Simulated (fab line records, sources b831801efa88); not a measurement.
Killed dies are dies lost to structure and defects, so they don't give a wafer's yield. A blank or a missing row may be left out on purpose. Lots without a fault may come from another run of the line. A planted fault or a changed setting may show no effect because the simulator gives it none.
Which tool did it? | flow gf180mcu | 24 lots, 72 wafers sampled, at 6 steps of a route of 602

WHAT THE GAUGES READ, wafer by wafer
GF_SALICIDE_THK_MEAS_05: measures by xrf. Usual: SALICIDE_TIN_THK 20.19 nm, standard deviation 0.22.
lot  | measured     | on            | SALICIDE_TIN_THK (nm) | flag
L074 | day 15 06:29 | film_metro-02 | 20.10 19.84 20.09     |
L075 | day 15 12:41 | film_metro-02 | 19.94 19.82 19.71     |
L076 | day 15 23:23 | film_metro-04 | 20.37 20.32 20.31     |
L077 | day 16 10:28 | film_metro-04 | 20.07 20.28 20.40     |
L078 | day 16 15:53 | film_metro-04 | 20.23 20.09 20.17     |
L079 | day 17 04:44 | film_metro-04 | 20.41 20.19 20.45     |
L080 | day 17 15:10 | film_metro-04 | 20.14 20.37 20.19     |
L081 | day 17 21:20 | film_metro-02 | 20.00 20.16 20.19     |
L082 | day 18 02:45 | film_metro-02 | 19.82 20.29 19.95     |
L083 | day 18 14:16 | film_metro-04 | 19.96 20.40 20.32     |
L084 | day 19 00:29 | film_metro-04 | 20.36 20.36 20.44     |
L085 | day 19 05:45 | film_metro-02 | 20.18 20.24 20.22     |
L086 | day 19 07:32 | film_metro-01 | 20.06 20.49 20.33     |
L087 | day 19 23:07 | film_metro-04 | 20.05 19.97 20.11     |
L088 | day 20 06:29 | film_metro-04 | 20.66 20.45 20.63     |
L089 | day 20 17:02 | film_metro-04 | 20.29 20.36 20.62     |
L090 | day 20 22:01 | film_metro-02 | 20.25 20.34 19.85     |
L091 | day 21 06:02 | film_metro-02 | 20.43 20.41 20.36     |
L092 | day 21 16:31 | film_metro-01 | 20.31 20.02 20.30     |
L093 | day 22 00:39 | film_metro-02 | 19.81 19.70 19.84     |
L094 | day 22 05:30 | film_metro-02 | 20.01 20.04 20.22     |
L095 | day 22 13:04 | film_metro-02 | 20.19 19.90 20.41     |
L096 | day 23 03:32 | film_metro-02 | 20.77 20.36 20.10     |
L097 | day 23 04:04 | film_metro-04 | 19.77 20.19 19.99     |

GF_CONTACT_THK_MEAS_03. Usual: CONTACT_CVD_02_THK 858 nm, standard deviation 14.
lot  | measured     | on            | CONTACT_CVD_02_THK (nm) | flag
L074 | day 15 07:15 | film_metro-04 | 832 864 843             |
L075 | day 15 13:14 | film_metro-01 | 833 844 845             |
L076 | day 15 23:56 | film_metro-04 | 866 856 878             |
L077 | day 16 11:05 | film_metro-03 | 833 836 848             |
L078 | day 16 16:31 | film_metro-01 | 822 828 852             |
L079 | day 17 05:28 | film_metro-01 | 872 868 883             |
L080 | day 17 15:59 | film_metro-01 | 855 871 873             |
L081 | day 17 21:52 | film_metro-01 | 863 853 872             |
L082 | day 18 03:16 | film_metro-03 | 852 860 880             |
L083 | day 18 14:48 | film_metro-03 | 841 868 862             |
L084 | day 19 01:01 | film_metro-04 | 859 866 866             |
L085 | day 19 06:17 | film_metro-01 | 829 853 847             |
L086 | day 19 08:05 | film_metro-01 | 838 861 876             |
L087 | day 19 23:39 | film_metro-04 | 871 868 880             |
L088 | day 20 07:02 | film_metro-03 | 854 868 861             |
L089 | day 20 17:34 | film_metro-04 | 868 883 878             |
L090 | day 20 22:33 | film_metro-01 | 851 854 858             |
L091 | day 21 06:34 | film_metro-01 | 849 858 866             |
L092 | day 21 17:02 | film_metro-04 | 859 882 877             |
L093 | day 22 01:11 | film_metro-03 | 855 859 863             |
L094 | day 22 06:02 | film_metro-03 | 837 856 845             |
L095 | day 22 13:35 | film_metro-03 | 851 849 861             |
L096 | day 23 04:04 | film_metro-01 | 844 841 839             |
L097 | day 23 04:36 | film_metro-01 | 856 876 874             |

GF_V3_CD_MEAS_14: target cd 260 nm. Usual: cd_nm 259.8 nm, standard deviation 1.2.
lot  | measured     | on        | cd_nm (nm)        | flag
L074 | day 22 12:28 | cd_sem-02 | 260.0 260.0 261.6 |
L075 | day 22 19:32 | cd_sem-01 | 260.5 259.9 259.3 |
L076 | day 23 07:07 | cd_sem-01 | 261.2 260.0 260.5 |
L077 | day 23 17:41 | cd_sem-01 | 259.5 260.5 260.2 |
L078 | day 23 22:55 | cd_sem-01 | 259.3 260.0 258.1 |
L079 | day 24 12:19 | cd_sem-01 | 260.4 261.1 261.6 |
L080 | day 24 20:52 | cd_sem-01 | 261.0 261.7 261.0 |
L081 | day 25 02:22 | cd_sem-01 | 259.6 258.4 258.7 |
L082 | day 25 09:10 | cd_sem-02 | 261.0 260.5 261.1 |
L083 | day 25 18:10 | cd_sem-02 | 262.3 262.2 262.5 |
L084 | day 26 03:26 | cd_sem-01 | 260.7 260.6 260.7 |
L085 | day 26 09:39 | cd_sem-01 | 259.1 258.9 259.4 |
L086 | day 26 09:40 | cd_sem-02 | 258.5 258.8 260.0 |
L087 | day 27 00:41 | cd_sem-01 | 259.5 259.5 260.2 |
L088 | day 27 04:16 | cd_sem-02 | 260.9 259.4 258.8 |
L089 | day 27 13:04 | cd_sem-01 | 260.2 260.9 259.8 |
L090 | day 27 18:16 | cd_sem-02 | 259.1 259.3 258.8 |
L091 | day 28 01:17 | cd_sem-01 | 258.2 257.4 258.3 |
L092 | day 28 09:13 | cd_sem-02 | 260.2 260.2 259.8 |
L093 | day 28 15:05 | cd_sem-01 | 257.7 256.8 258.0 |
L094 | day 28 20:49 | cd_sem-01 | 258.7 258.3 257.1 |
L095 | day 29 03:20 | cd_sem-01 | 260.7 260.4 261.7 |
L096 | day 29 13:26 | cd_sem-01 | 260.0 260.8 259.9 |
L097 | day 29 14:11 | cd_sem-01 | 259.9 258.6 260.2 |

WHICH TOOL RAN EACH LOT (tool, then ch and the chambers of the sampled wafers, then the start)
lot  | GF_SALICIDE_RTA_08               | GF_CONTACT_SPUTTER_23        | GF_M3_SPUTTER_01
L074 | rtp_anneal-02 ch 0, day 15 06:59 | pvd_sputter-03, day 16 06:24 | pvd_sputter-03, day 20 11:33
L075 | rtp_anneal-01 ch 0, day 15 12:56 | pvd_sputter-04, day 16 12:29 | pvd_sputter-01, day 20 18:56
L076 | rtp_anneal-01 ch 0, day 15 23:40 | pvd_sputter-02, day 16 23:27 | pvd_sputter-01, day 21 05:42
L077 | rtp_anneal-02 ch 0, day 16 10:44 | pvd_sputter-04, day 17 11:46 | pvd_sputter-02, day 21 18:05
L078 | rtp_anneal-01 ch 0, day 16 16:14 | pvd_sputter-02, day 17 16:20 | pvd_sputter-03, day 21 23:44
L079 | rtp_anneal-01 ch 0, day 17 05:08 | pvd_sputter-04, day 18 06:13 | pvd_sputter-03, day 22 13:32
L080 | rtp_anneal-02 ch 0, day 17 15:44 | pvd_sputter-02, day 18 16:16 | pvd_sputter-01, day 22 22:25
L081 | rtp_anneal-01 ch 0, day 17 21:36 | pvd_sputter-03, day 18 22:58 | pvd_sputter-03, day 23 05:11
L082 | rtp_anneal-01 ch 0, day 18 03:01 | pvd_sputter-02, day 19 04:24 | pvd_sputter-01, day 23 10:51
L083 | rtp_anneal-02 ch 0, day 18 14:32 | pvd_sputter-03, day 19 16:05 | pvd_sputter-03, day 23 21:36
L084 | rtp_anneal-02 ch 0, day 19 00:44 | pvd_sputter-03, day 20 01:58 | pvd_sputter-03, day 24 06:45
L085 | rtp_anneal-01 ch 0, day 19 06:01 | pvd_sputter-04, day 20 07:49 | pvd_sputter-03, day 24 12:41
L086 | rtp_anneal-01 ch 0, day 19 07:48 | pvd_sputter-03, day 20 09:40 | pvd_sputter-02, day 24 12:59
L087 | rtp_anneal-02 ch 0, day 19 23:23 | pvd_sputter-02, day 21 01:21 | pvd_sputter-02, day 25 04:38
L088 | rtp_anneal-01 ch 0, day 20 06:45 | pvd_sputter-02, day 21 07:54 | pvd_sputter-02, day 25 09:05
L089 | rtp_anneal-02 ch 0, day 20 17:18 | pvd_sputter-04, day 21 18:21 | pvd_sputter-03, day 25 18:08
L090 | rtp_anneal-02 ch 0, day 20 22:16 | pvd_sputter-02, day 21 22:57 | pvd_sputter-01, day 25 23:42
L091 | rtp_anneal-01 ch 0, day 21 06:18 | pvd_sputter-02, day 22 07:27 | pvd_sputter-03, day 26 07:41
L092 | rtp_anneal-01 ch 0, day 21 16:46 | pvd_sputter-03, day 22 17:19 | pvd_sputter-02, day 26 15:36
L093 | rtp_anneal-02 ch 0, day 22 00:55 | pvd_sputter-02, day 23 01:42 | pvd_sputter-03, day 26 22:42
L094 | rtp_anneal-02 ch 0, day 22 05:46 | pvd_sputter-04, day 23 06:22 | pvd_sputter-01, day 27 03:56
L095 | rtp_anneal-02 ch 0, day 22 13:19 | pvd_sputter-03, day 23 14:10 | pvd_sputter-02, day 27 10:38
L096 | rtp_anneal-02 ch 0, day 23 03:47 | pvd_sputter-03, day 24 03:31 | pvd_sputter-01, day 27 21:44
L097 | rtp_anneal-02 ch 0, day 23 04:20 | pvd_sputter-02, day 24 03:52 | pvd_sputter-01, day 27 22:58
- GF_SALICIDE_RTA_08: time 30 s.
- GF_CONTACT_SPUTTER_23: material TiN, target thk 10 nm, time 40 s.
- GF_M3_SPUTTER_01: material TiN, target thk 30 nm, time 25 s.

WHAT THE TOOLS THEMSELVES READ (means of the sampled wafers that have a number; where no wafer has one, the mark that the record gives instead)
GF_SALICIDE_RTA_08. Usual: lamp_power_pct 16.1 %, standard deviation 0.4; wafer_temp_C_max 803.5, standard deviation 0.82.
lot  | tool          | lamp_power_pct (%) | wafer_temp_C_max | flag
L074 | rtp_anneal-02 | 16.5               | 802.8            |
L075 | rtp_anneal-01 | 15.7               | 803.8            |
L076 | rtp_anneal-01 | 15.7               | 803.8            |
L077 | rtp_anneal-02 | 16.5               | 803.4            |
L078 | rtp_anneal-01 | 15.7               | 804.2            |
L079 | rtp_anneal-01 | 15.7               | 803.5            |
L080 | rtp_anneal-02 | 16.5               | 803.1            |
L081 | rtp_anneal-01 | 15.7               | 803.5            |
L082 | rtp_anneal-01 | 15.7               | 803.2            |
L083 | rtp_anneal-02 | 16.5               | 802.4            |
L084 | rtp_anneal-02 | 16.5               | 802.8            |
L085 | rtp_anneal-01 | 15.7               | 805.0            |
L086 | rtp_anneal-01 | 15.7               | 804.0            |
L087 | rtp_anneal-02 | 16.5               | 803.4            |
L088 | rtp_anneal-01 | 15.7               | 803.2            |
L089 | rtp_anneal-02 | 16.5               | 802.8            |
L090 | rtp_anneal-02 | 16.5               | 802.4            |
L091 | rtp_anneal-01 | 15.7               | 803.9            |
L092 | rtp_anneal-01 | 15.7               | 804.5            |
L093 | rtp_anneal-02 | 16.5               | 803.1            |
L094 | rtp_anneal-02 | 16.5               | 802.7            |
L095 | rtp_anneal-02 | 16.5               | 803.2            |
L096 | rtp_anneal-02 | 16.5               | 803.3            |
L097 | rtp_anneal-02 | 16.5               | 803.0            |

GF_CONTACT_SPUTTER_23. Usual: throttle_valve_pct 29.5 %, standard deviation 1.
lot  | tool           | throttle_valve_pct (%) | flag
L074 | pvd_sputter-03 | 29.6                   |
L075 | pvd_sputter-04 | 29.9                   |
L076 | pvd_sputter-02 | 30.0                   |
L077 | pvd_sputter-04 | 30.4                   |
L078 | pvd_sputter-02 | 30.0                   |
L079 | pvd_sputter-04 | 30.3                   |
L080 | pvd_sputter-02 | 29.7                   |
L081 | pvd_sputter-03 | 29.4                   |
L082 | pvd_sputter-02 | 29.0                   |
L083 | pvd_sputter-03 | 29.0                   |
L084 | pvd_sputter-03 | 29.2                   |
L085 | pvd_sputter-04 | 28.8                   |
L086 | pvd_sputter-03 | 29.3                   |
L087 | pvd_sputter-02 | 28.9                   |
L088 | pvd_sputter-02 | 29.8                   |
L089 | pvd_sputter-04 | 29.8                   |
L090 | pvd_sputter-02 | 29.9                   |
L091 | pvd_sputter-02 | 29.2                   |
L092 | pvd_sputter-03 | 29.0                   |
L093 | pvd_sputter-02 | 29.9                   |
L094 | pvd_sputter-04 | 30.6                   |
L095 | pvd_sputter-03 | 29.3                   |
L096 | pvd_sputter-03 | 29.1                   |
L097 | pvd_sputter-02 | 29.8                   |

GF_M3_SPUTTER_01. Usual: throttle_valve_pct 29.6 %, standard deviation 0.77.
lot  | tool           | throttle_valve_pct (%) | flag
L074 | pvd_sputter-03 | 28.7                   |
L075 | pvd_sputter-01 | 30.0                   |
L076 | pvd_sputter-01 | 29.8                   |
L077 | pvd_sputter-02 | 29.1                   |
L078 | pvd_sputter-03 | 29.1                   |
L079 | pvd_sputter-03 | 29.3                   |
L080 | pvd_sputter-01 | 30.2                   |
L081 | pvd_sputter-03 | 29.2                   |
L082 | pvd_sputter-01 | 30.0                   |
L083 | pvd_sputter-03 | 29.1                   |
L084 | pvd_sputter-03 | 29.4                   |
L085 | pvd_sputter-03 | 29.4                   |
L086 | pvd_sputter-02 | 30.1                   |
L087 | pvd_sputter-02 | 29.2                   |
L088 | pvd_sputter-02 | 29.9                   |
L089 | pvd_sputter-03 | 28.9                   |
L090 | pvd_sputter-01 | 29.9                   |
L091 | pvd_sputter-03 | 28.8                   |
L092 | pvd_sputter-02 | 30.0                   |
L093 | pvd_sputter-03 | 29.0                   |
L094 | pvd_sputter-01 | 30.0                   |
L095 | pvd_sputter-02 | 29.8                   |
L096 | pvd_sputter-01 | 30.1                   |
L097 | pvd_sputter-01 | 30.1                   |

THE ANSWER, worked out from the rows above alone
Rule: a lot is off if the mean of its wafers that have a number lies more than 3 standard deviations from the usual mean. A lot without any number at a reading at which 4 lots or more have one is off too. The other lots that the step has rows for count as sound. The gauges are gone through in route order, then the tools' own readings, and for those a lot's mean is taken as printed above. The first step at which some lot is off is used, and at that step the reading that is off furthest; a lot without a number counts as furthest.
No lot is off at any reading shown: from this, nothing can be told.

WHAT THE SIMULATOR HAD PUT IN
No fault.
